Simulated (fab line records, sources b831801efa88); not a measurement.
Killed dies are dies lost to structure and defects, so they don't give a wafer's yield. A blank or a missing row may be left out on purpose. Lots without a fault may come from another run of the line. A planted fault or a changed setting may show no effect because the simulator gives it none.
A struck lot beside a sound one | flow sky130 | 16 steps out of a route of 708
Sound: wafers L777.1, L777.3, L777.6. Struck: wafers L789.1, L789.2, L789.4. The cause comes at the end.
At each step with rows: each side's tool, then ch and its chambers, then its first start. Under that, the readings that differ: sound wafers | struck wafers | difference of the means | sigmas: that difference in standard deviations of wafers without a fault.
alike: readings whose means differ by less than 2 such deviations, and words and numbers that are the same on both sides. not compared: withheld readings, readings that some wafer has no value for, bounds like >300 that may hide the same value, and numbers for which the record gives no deviation and whose values overlap.
The two part at a step that has a row with sigmas, a row that says differs or no value, or rows on one side only. Numbers that don't overlap but have no deviation are shown without sigmas and don't part them. A reading that every wafer of one side lacks parts them only if that side has two wafers or more.

SKY_LDD_HVN_OVL_MEAS_07:
  sound on overlay-02, day 19 22:54; struck on overlay-01, day 24 10:12
  reading          | sound          | struck      | difference | sigmas
  LDD_HVN_OVL (nm) | -3.4 -1.9 -1.9 | 1.0 1.2 1.4 | +3.6       | +3
then, 1 step without rows for these wafers: SKY_LDD_HVN_IMPLANT_08.
SKY_LDD_HVN_STRIP_09: strips in O2/N2.
  sound on plasma_asher-01 ch 0,1, day 19 23:05; struck on plasma_asher-01 ch 0,1, day 24 10:23
  alike: drypump_motor_current_A, n2_flow_sccm, oes_product_au, strip_time_to_endpoint_s
  not compared: rf_hours_counter_h
SKY_LDD_HVN_TW_MEAS_10:
  sound on film_metro-04, day 19 23:11; struck on film_metro-02, day 24 10:29
  alike: LDD_HVN_TW
then, 7 steps without rows for these wafers: SKY_LDD_HVP_DEHYDRATE_00 (time 60 s); SKY_LDD_HVP_HMDS_01 (prime time 60 s); SKY_LDD_HVP_COAT_02 (resist thk 300 nm); SKY_LDD_HVP_SOFTBAKE_03 (time 60 s); SKY_LDD_HVP_EXPOSE_04 (exposes mask HVPTM, target cd 700 nm); SKY_LDD_HVP_PEB_05; SKY_LDD_HVP_DEVELOP_06 (develop time 60 s).
SKY_LDD_HVP_OVL_MEAS_07:
  sound on overlay-01, day 21 05:34; struck on overlay-01, day 25 15:39
  alike: LDD_HVP_OVL
SKY_LDD_HVP_IMPLANT_08:
  sound on implanter-02 ch 0, day 21 05:36; struck on implanter-03 ch 0, day 25 15:41
  reading                   | sound                | struck               | difference | sigmas
  beam_energy_keV           | 19.995 20.004 20.010 | 25.272 25.269 25.273 | +5.268     | +99 or more
  model.implant.rp_nm (nm)  | 61.17 61.17 61.17    | 82.32 82.32 82.32    | +21.15     |
  model.implant.drp_nm (nm) | 28.53 28.53 28.53    | 36.38 36.38 36.38    | +7.85      |
SKY_LDD_HVP_STRIP_09: strips in O2/N2.
  sound on plasma_asher-02 ch 0,1, day 21 05:45; struck on plasma_asher-04 ch 0,1, day 25 15:50
  alike: drypump_motor_current_A, n2_flow_sccm, oes_product_au, strip_time_to_endpoint_s
  not compared: rf_hours_counter_h
SKY_LDD_HVP_TW_MEAS_10:
  sound on film_metro-01, day 21 05:51; struck on film_metro-01, day 25 16:14
  reading    | sound       | struck      | difference | sigmas
  LDD_HVP_TW | 459 456 458 | 483 483 483 | +25        | +5
  not compared: hold
-- the record jumps here: 23 days lie between the struck wafers' starts before and after (it left off in module LDD_HVP and takes up again in module PAD_OPEN, whose first step shown is number 708 of the route) --
SKY_PAD_OPEN_PROBE_99:
  sound on prober-01, day 45 13:01; struck on prober-01, day 48 12:40
  reading                                   | sound                   | struck                  | difference | sigmas
  model.etest.tip_p_5v.rs_ohm_sq            | 2893 2886 2890          | 2708 2712 2730          | -173       |
  model.etest.pfet_g5v0d10v5.off_log10_a_um | -12.48 -12.36 -12.74    | -11.82 -11.57 -11.9     | +0.76      |
  model.etest.pfet_g5v0d10v5.vt_sat_v (V)   | -0.6169 -0.6185 -0.6558 | -0.5627 -0.5381 -0.5623 | +0.0760    |
  alike: killed_at_M0_to_M3, killed_at_M4_up, killed_at_contacts, killed_at_front_end, killed_at_other, killed_dies, killed_on_rim, killed_open, killed_short

WHERE THEY PART
First at SKY_LDD_HVN_OVL_MEAS_07; last, within this record, at SKY_LDD_HVP_TW_MEAS_10. Later steps at which nothing parts them and some readings are alike: SKY_PAD_OPEN_PROBE_99.

WHY: what the simulator had put in
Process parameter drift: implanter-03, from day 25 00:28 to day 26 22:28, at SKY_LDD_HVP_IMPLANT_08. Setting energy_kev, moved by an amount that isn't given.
